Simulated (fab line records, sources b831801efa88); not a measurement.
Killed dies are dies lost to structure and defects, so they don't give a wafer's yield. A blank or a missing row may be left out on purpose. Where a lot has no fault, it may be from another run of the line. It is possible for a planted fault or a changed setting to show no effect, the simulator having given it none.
What tool caused it? || flow gf180mcu || Sampling: 11 lots, 33 wafers, 6 of 602 route steps

WHAT THE GAUGES SHOWED, per wafer
GF_CONTACT_CD_MEAS_14: target cd 220 nm. Usual: 220.0 nm for cdNm, sd 1.6.
{"lot": "L366", "measured": "day 16 06:32", "on": "cdSem-02", "cdNm (nm)": "219.0 217.9 219.4", "flag": ""}
{"lot": "L368", "measured": "day 16 23:47", "on": "cdSem-01", "cdNm (nm)": "219.7 219.0 219.7", "flag": ""}
{"lot": "L369", "measured": "day 17 06:31", "on": "cdSem-01", "cdNm (nm)": "217.1 220.4 217.8", "flag": ""}
{"lot": "L370", "measured": "day 17 20:25", "on": "cdSem-01", "cdNm (nm)": "221.6 220.3 220.8", "flag": ""}
{"lot": "L371", "measured": "day 17 23:00", "on": "cdSem-01", "cdNm (nm)": "222.2 222.8 221.8", "flag": ""}
{"lot": "L373", "measured": "day 18 13:04", "on": "cdSem-01", "cdNm (nm)": "220.5 220.2 220.7", "flag": ""}
{"lot": "L374", "measured": "day 18 23:07", "on": "cdSem-01", "cdNm (nm)": "219.3 219.7 220.3", "flag": ""}
{"lot": "L376", "measured": "day 20 00:35", "on": "cdSem-01", "cdNm (nm)": "221.3 222.9 221.5", "flag": ""}
{"lot": "L381", "measured": "day 21 18:20", "on": "cdSem-01", "cdNm (nm)": "216.6 217.6 217.5", "flag": ""}
{"lot": "L385", "measured": "day 22 20:36", "on": "cdSem-01", "cdNm (nm)": "219.1 218.7 219.8", "flag": ""}
{"lot": "L386", "measured": "day 23 11:23", "on": "cdSem-01", "cdNm (nm)": "221.4 221.4 221.1", "flag": ""}

GF_M1_RS_MEAS_05: uses a four-point probe to measure. Usual: M1_ALCU_RS gives 0.0695 ohm/sq (standard deviation 0.00076).
{"lot": "L366", "measured": "day 16 08:07", "on": "filmMetro-04", "M1_ALCU_RS (ohm/sq)": "0.0703 0.0699 0.0702", "flag": ""}
{"lot": "L368", "measured": "day 17 01:43", "on": "filmMetro-04", "M1_ALCU_RS (ohm/sq)": "0.0704 0.0706 0.0702", "flag": ""}
{"lot": "L369", "measured": "day 17 08:08", "on": "filmMetro-03", "M1_ALCU_RS (ohm/sq)": "0.0697 0.0698 0.0695", "flag": ""}
{"lot": "L370", "measured": "day 17 22:47", "on": "filmMetro-04", "M1_ALCU_RS (ohm/sq)": "0.0698 0.0699 0.0693", "flag": ""}
{"lot": "L371", "measured": "day 18 00:31", "on": "filmMetro-04", "M1_ALCU_RS (ohm/sq)": "0.0691 0.0696 0.0693", "flag": ""}
{"lot": "L373", "measured": "day 18 14:36", "on": "filmMetro-03", "M1_ALCU_RS (ohm/sq)": "0.0687 0.0692 0.0688", "flag": ""}
{"lot": "L374", "measured": "day 19 00:40", "on": "filmMetro-04", "M1_ALCU_RS (ohm/sq)": "0.0695 0.0697 0.0701", "flag": ""}
{"lot": "L376", "measured": "day 20 02:07", "on": "filmMetro-04", "M1_ALCU_RS (ohm/sq)": "0.0695 0.0694 0.0697", "flag": ""}
{"lot": "L381", "measured": "day 21 19:53", "on": "filmMetro-01", "M1_ALCU_RS (ohm/sq)": "0.0684 0.0693 0.0682", "flag": ""}
{"lot": "L385", "measured": "day 22 22:14", "on": "filmMetro-03", "M1_ALCU_RS (ohm/sq)": "0.0695 0.0691 0.0692 0.0695 0.0691 0.0693", "flag": ""}
{"lot": "L386", "measured": "day 23 12:53", "on": "filmMetro-01", "M1_ALCU_RS (ohm/sq)": "0.0686 0.0680 0.0681", "flag": ""}

GF_M1_THK_MEAS_06: measures by xrf. Usual: M1_ALCU_THK gives 450 nm (standard deviation 5.1).
{"lot": "L366", "measured": "day 16 08:13", "on": "filmMetro-04", "M1_ALCU_THK (nm)": "446 448 450", "flag": ""}
{"lot": "L368", "measured": "day 17 01:49", "on": "filmMetro-04", "M1_ALCU_THK (nm)": "443 445 445", "flag": ""}
{"lot": "L369", "measured": "day 17 08:16", "on": "filmMetro-03", "M1_ALCU_THK (nm)": "447 447 449", "flag": ""}
{"lot": "L370", "measured": "day 17 22:54", "on": "filmMetro-04", "M1_ALCU_THK (nm)": "448 447 451", "flag": ""}
{"lot": "L371", "measured": "day 18 00:38", "on": "filmMetro-04", "M1_ALCU_THK (nm)": "453 449 450", "flag": ""}
{"lot": "L373", "measured": "day 18 14:43", "on": "filmMetro-03", "M1_ALCU_THK (nm)": "455 450 456", "flag": ""}
{"lot": "L374", "measured": "day 19 00:47", "on": "filmMetro-04", "M1_ALCU_THK (nm)": "453 448 445", "flag": ""}
{"lot": "L376", "measured": "day 20 02:13", "on": "filmMetro-04", "M1_ALCU_THK (nm)": "454 453 455", "flag": ""}
{"lot": "L381", "measured": "day 21 19:59", "on": "filmMetro-01", "M1_ALCU_THK (nm)": "455 451 457", "flag": ""}
{"lot": "L385", "measured": "day 23 09:28", "on": "filmMetro-03", "M1_ALCU_THK (nm)": "447 429 448 448 430 449", "flag": ""}
{"lot": "L386", "measured": "day 23 12:59", "on": "filmMetro-01", "M1_ALCU_THK (nm)": "452 456 457", "flag": ""}

WHICH TOOL RAN EACH LOT (tool, then ch and the chambers of the sampled wafers, then the start)
{"lot": "L366", "GF_CONTACT_SPUTTER_22": "pvdSputter-03, day 16 07:08", "GF_CONTACT_SPUTTER_23": "pvdSputter-03, day 16 07:11", "GF_M1_SPUTTER_04": "pvdSputter-04, day 16 08:03"}
{"lot": "L368", "GF_CONTACT_SPUTTER_22": "pvdSputter-02, day 17 00:22", "GF_CONTACT_SPUTTER_23": "pvdSputter-02, day 17 00:26", "GF_M1_SPUTTER_04": "pvdSputter-03, day 17 01:38"}
{"lot": "L369", "GF_CONTACT_SPUTTER_22": "pvdSputter-02, day 17 07:08", "GF_CONTACT_SPUTTER_23": "pvdSputter-02, day 17 07:11", "GF_M1_SPUTTER_04": "pvdSputter-01, day 17 08:06"}
{"lot": "L370", "GF_CONTACT_SPUTTER_22": "pvdSputter-02, day 17 21:02", "GF_CONTACT_SPUTTER_23": "pvdSputter-02, day 17 21:05", "GF_M1_SPUTTER_04": "pvdSputter-01, day 17 22:44"}
{"lot": "L371", "GF_CONTACT_SPUTTER_22": "pvdSputter-02, day 17 23:37", "GF_CONTACT_SPUTTER_23": "pvdSputter-02, day 17 23:41", "GF_M1_SPUTTER_04": "pvdSputter-01, day 18 00:29"}
{"lot": "L373", "GF_CONTACT_SPUTTER_22": "pvdSputter-02, day 18 13:41", "GF_CONTACT_SPUTTER_23": "pvdSputter-02, day 18 13:44", "GF_M1_SPUTTER_04": "pvdSputter-03, day 18 14:32"}
{"lot": "L374", "GF_CONTACT_SPUTTER_22": "pvdSputter-02, day 18 23:46", "GF_CONTACT_SPUTTER_23": "pvdSputter-02, day 18 23:49", "GF_M1_SPUTTER_04": "pvdSputter-04, day 19 00:38"}
{"lot": "L376", "GF_CONTACT_SPUTTER_22": "pvdSputter-02, day 20 01:11", "GF_CONTACT_SPUTTER_23": "pvdSputter-02, day 20 01:15", "GF_M1_SPUTTER_04": "pvdSputter-04, day 20 02:03"}
{"lot": "L381", "GF_CONTACT_SPUTTER_22": "pvdSputter-01, day 21 18:58", "GF_CONTACT_SPUTTER_23": "pvdSputter-01, day 21 19:01", "GF_M1_SPUTTER_04": "pvdSputter-04, day 21 19:49"}
{"lot": "L385", "GF_CONTACT_SPUTTER_22": "pvdSputter-02, day 22 21:14", "GF_CONTACT_SPUTTER_23": "pvdSputter-02, day 22 21:17", "GF_M1_SPUTTER_04": "pvdSputter-01, day 22 22:11"}
{"lot": "L386", "GF_CONTACT_SPUTTER_22": "pvdSputter-01, day 23 11:57", "GF_CONTACT_SPUTTER_23": "pvdSputter-01, day 23 12:01", "GF_M1_SPUTTER_04": "pvdSputter-03, day 23 12:49"}
- GF_CONTACT_SPUTTER_22: material Ti, target thk 15 nm, time 80.02 s.
- GF_CONTACT_SPUTTER_23: material TiN, target thk 10 nm, time 40 s.
- GF_M1_SPUTTER_04: material TiN, target thk 50 nm, time 41.7 s.

AS READ BY THE TOOLS THEMSELVES (means over the sampled wafers that have a number; for cases with no such wafer, the mark the record gives instead)
GF_CONTACT_SPUTTER_22. Usual: cathodeDcPowerW 2500.0 W, standard deviation 0.48; chamberPressurePa 5.000 Pa, standard deviation 0.011; throttleValvePct 30.5 %, standard deviation 0.87.
{"lot": "L366", "tool": "pvdSputter-03", "cathodeDcPowerW (W)": 2500.0, "chamberPressurePa (Pa)": 4.999, "throttleValvePct (%)": 30.1, "flag": ""}
{"lot": "L368", "tool": "pvdSputter-02", "cathodeDcPowerW (W)": 2500.5, "chamberPressurePa (Pa)": 5.001, "throttleValvePct (%)": 30.9, "flag": ""}
{"lot": "L369", "tool": "pvdSputter-02", "cathodeDcPowerW (W)": 2499.6, "chamberPressurePa (Pa)": 5.000, "throttleValvePct (%)": 31.2, "flag": ""}
{"lot": "L370", "tool": "pvdSputter-02", "cathodeDcPowerW (W)": 2499.8, "chamberPressurePa (Pa)": 4.996, "throttleValvePct (%)": 31.4, "flag": ""}
{"lot": "L371", "tool": "pvdSputter-02", "cathodeDcPowerW (W)": 2499.6, "chamberPressurePa (Pa)": 5.006, "throttleValvePct (%)": 31.3, "flag": ""}
{"lot": "L373", "tool": "pvdSputter-02", "cathodeDcPowerW (W)": 2500.4, "chamberPressurePa (Pa)": 5.003, "throttleValvePct (%)": 31.4, "flag": ""}
{"lot": "L374", "tool": "pvdSputter-02", "cathodeDcPowerW (W)": 2500.1, "chamberPressurePa (Pa)": 5.011, "throttleValvePct (%)": 31.3, "flag": ""}
{"lot": "L376", "tool": "pvdSputter-02", "cathodeDcPowerW (W)": 2499.6, "chamberPressurePa (Pa)": 4.993, "throttleValvePct (%)": 31.0, "flag": ""}
{"lot": "L381", "tool": "pvdSputter-01", "cathodeDcPowerW (W)": 2499.9, "chamberPressurePa (Pa)": 4.998, "throttleValvePct (%)": 29.5, "flag": ""}
{"lot": "L385", "tool": "pvdSputter-02", "cathodeDcPowerW (W)": 2500.0, "chamberPressurePa (Pa)": 4.995, "throttleValvePct (%)": 30.4, "flag": ""}
{"lot": "L386", "tool": "pvdSputter-01", "cathodeDcPowerW (W)": 2499.6, "chamberPressurePa (Pa)": 4.989, "throttleValvePct (%)": 29.8, "flag": ""}

GF_CONTACT_SPUTTER_23. Usual: cathodeDcPowerW 3999.9 W, standard deviation 0.73; chamberPressurePa 5.000 Pa, standard deviation 0.0099; throttleValvePct 30.5 %, standard deviation 0.89.
{"lot": "L366", "tool": "pvdSputter-03", "cathodeDcPowerW (W)": 4000.2, "chamberPressurePa (Pa)": 5.005, "throttleValvePct (%)": 30.1, "flag": ""}
{"lot": "L368", "tool": "pvdSputter-02", "cathodeDcPowerW (W)": 4000.4, "chamberPressurePa (Pa)": 4.995, "throttleValvePct (%)": 30.9, "flag": ""}
{"lot": "L369", "tool": "pvdSputter-02", "cathodeDcPowerW (W)": 4000.5, "chamberPressurePa (Pa)": 4.995, "throttleValvePct (%)": 31.3, "flag": ""}
{"lot": "L370", "tool": "pvdSputter-02", "cathodeDcPowerW (W)": 4000.4, "chamberPressurePa (Pa)": 4.991, "throttleValvePct (%)": 31.3, "flag": ""}
{"lot": "L371", "tool": "pvdSputter-02", "cathodeDcPowerW (W)": 4000.0, "chamberPressurePa (Pa)": 4.992, "throttleValvePct (%)": 31.4, "flag": ""}
{"lot": "L373", "tool": "pvdSputter-02", "cathodeDcPowerW (W)": 4000.2, "chamberPressurePa (Pa)": 5.000, "throttleValvePct (%)": 31.4, "flag": ""}
{"lot": "L374", "tool": "pvdSputter-02", "cathodeDcPowerW (W)": 3999.4, "chamberPressurePa (Pa)": 5.005, "throttleValvePct (%)": 31.0, "flag": ""}
{"lot": "L376", "tool": "pvdSputter-02", "cathodeDcPowerW (W)": 3998.8, "chamberPressurePa (Pa)": 4.993, "throttleValvePct (%)": 31.1, "flag": ""}
{"lot": "L381", "tool": "pvdSputter-01", "cathodeDcPowerW (W)": 4000.3, "chamberPressurePa (Pa)": 5.002, "throttleValvePct (%)": 29.4, "flag": ""}
{"lot": "L385", "tool": "pvdSputter-02", "cathodeDcPowerW (W)": 3999.8, "chamberPressurePa (Pa)": 4.996, "throttleValvePct (%)": 30.4, "flag": ""}
{"lot": "L386", "tool": "pvdSputter-01", "cathodeDcPowerW (W)": 4000.2, "chamberPressurePa (Pa)": 5.008, "throttleValvePct (%)": 29.9, "flag": ""}

GF_M1_SPUTTER_04. Usual: cathodeDcPowerW 6500.0 W, standard deviation 1.3; chamberPressurePa 0.4000 Pa, standard deviation 0.00086; throttleValvePct 29.7 %, standard deviation 0.67.
{"lot": "L366", "tool": "pvdSputter-04", "cathodeDcPowerW (W)": 6499.6, "chamberPressurePa (Pa)": 0.4001, "throttleValvePct (%)": 29.2, "flag": ""}
{"lot": "L368", "tool": "pvdSputter-03", "cathodeDcPowerW (W)": 6500.8, "chamberPressurePa (Pa)": 0.4000, "throttleValvePct (%)": 29.8, "flag": ""}
{"lot": "L369", "tool": "pvdSputter-01", "cathodeDcPowerW (W)": 6500.9, "chamberPressurePa (Pa)": 0.3992, "throttleValvePct (%)": 29.2, "flag": ""}
{"lot": "L370", "tool": "pvdSputter-01", "cathodeDcPowerW (W)": 6499.4, "chamberPressurePa (Pa)": 0.3997, "throttleValvePct (%)": 30.5, "flag": ""}
{"lot": "L371", "tool": "pvdSputter-01", "cathodeDcPowerW (W)": 6500.6, "chamberPressurePa (Pa)": 0.3999, "throttleValvePct (%)": 29.4, "flag": ""}
{"lot": "L373", "tool": "pvdSputter-03", "cathodeDcPowerW (W)": 6499.7, "chamberPressurePa (Pa)": 0.3996, "throttleValvePct (%)": 29.9, "flag": ""}
{"lot": "L374", "tool": "pvdSputter-04", "cathodeDcPowerW (W)": 6499.1, "chamberPressurePa (Pa)": 0.3998, "throttleValvePct (%)": 29.4, "flag": ""}
{"lot": "L376", "tool": "pvdSputter-04", "cathodeDcPowerW (W)": 6500.1, "chamberPressurePa (Pa)": 0.4011, "throttleValvePct (%)": 29.4, "flag": ""}
{"lot": "L381", "tool": "pvdSputter-04", "cathodeDcPowerW (W)": 6500.3, "chamberPressurePa (Pa)": 0.3999, "throttleValvePct (%)": 29.7, "flag": ""}
{"lot": "L385", "tool": "pvdSputter-01", "cathodeDcPowerW (W)": 6500.4, "chamberPressurePa (Pa)": 0.4006, "throttleValvePct (%)": 29.6, "flag": ""}
{"lot": "L386", "tool": "pvdSputter-03", "cathodeDcPowerW (W)": 6499.4, "chamberPressurePa (Pa)": 0.4010, "throttleValvePct (%)": 29.9, "flag": ""}

THE ANSWER, worked out from the rows above alone
Rule: lot off if the mean of its wafers having a number is beyond 3 standard deviations from the usual mean. Also off: a lot with no number at a reading for which 4 or more lots have one. Any other lot the step has rows for is counted as sound. First the gauges in route order, then the tools' own readings, where a lot's mean is used as printed above. The first step at which some lot is off is used, and at that step the reading that is off furthest; a lot without a number counts as furthest.
Across all readings shown, no lot is off: no conclusion can be drawn from this.

WHAT HAD BEEN PUT IN BY THE SIMULATOR
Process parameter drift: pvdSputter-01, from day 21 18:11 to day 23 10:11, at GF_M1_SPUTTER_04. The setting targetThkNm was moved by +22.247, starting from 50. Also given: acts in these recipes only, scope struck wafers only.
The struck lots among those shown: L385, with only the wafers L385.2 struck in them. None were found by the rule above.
